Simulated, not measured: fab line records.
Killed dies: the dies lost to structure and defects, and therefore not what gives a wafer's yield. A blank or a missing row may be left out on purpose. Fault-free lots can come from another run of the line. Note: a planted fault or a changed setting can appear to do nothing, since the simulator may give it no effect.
Chamber matching | flow gf180mcu | cmp-02 running GF_STI_CMP_25: 4 sister chambers
The step polishes, stops on Si3N4, t overpolish 33 s, target thk 524.6 nm. 4 wafers are shown with their chamber, then 12 later ones without.

== WAFERS PAIRED WITH THEIR CHAMBERS ==
wafer  | chamber | motor-current-A (A)
L085.1 | 1       | 11.8
L088.1 | 2       | 11.6
L088.3 | 0       | 12.5
L088.4 | 3       | 12.0

== WAFERS MISSING THEIR CHAMBER ==
wafer  | motor-current-A (A)
L090.4 | 12.4
L090.5 | 11.2
L090.6 | 11.6
L094.1 | 10.8
L094.2 | 12.1
L094.4 | 12.3
L096.2 | 11.9
L096.3 | 12.6
L096.6 | 12.0
L097.1 | 10.9
L097.2 | 11.6
L097.3 | 12.1

== WHICH CHAMBER EACH WENT THROUGH ==
wafer  | from the rows above               | in truth
L090.4 | can't be placed: 0 or 3 or 1      | 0
L090.5 | can't be placed: 2 or 1 or 3      | 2
L090.6 | can't be placed: 2 or 1 or 3      | 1
L094.1 | can't be placed: 2 or 1 or 3      | 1
L094.2 | can't be placed: 3 or 1 or 0 or 2 | 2
L094.4 | can't be placed: 0 or 3 or 1 or 2 | 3
L096.2 | can't be placed: 1 or 3 or 2 or 0 | 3
L096.3 | can't be placed: 0 or 3           | 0
L096.6 | can't be placed: 3 or 1 or 2 or 0 | 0
L097.1 | can't be placed: 2 or 1 or 3      | 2
L097.2 | can't be placed: 2 or 1 or 3      | 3
L097.3 | can't be placed: 3 or 1 or 0 or 2 | 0
Placed correctly: 0 of 12. Not placeable from these rows: 12 (in 12, the candidates include the true chamber). Placed wrongly: 0.
How it was worked out, from the rows above alone: a wafer's distance from a chamber is the root of the sum, over the readings, of the square of ((its reading less the chamber's mean) divided by the reading's scatter). The wafer belongs to the nearest chamber; if the next one is less than 2 further off, it can't be placed. For every chamber, the mean is computed from those of its wafers that are shown. The scatter: root of mean squared gap, hidden wafer to nearest shown wafer, with one shown wafer a chamber.
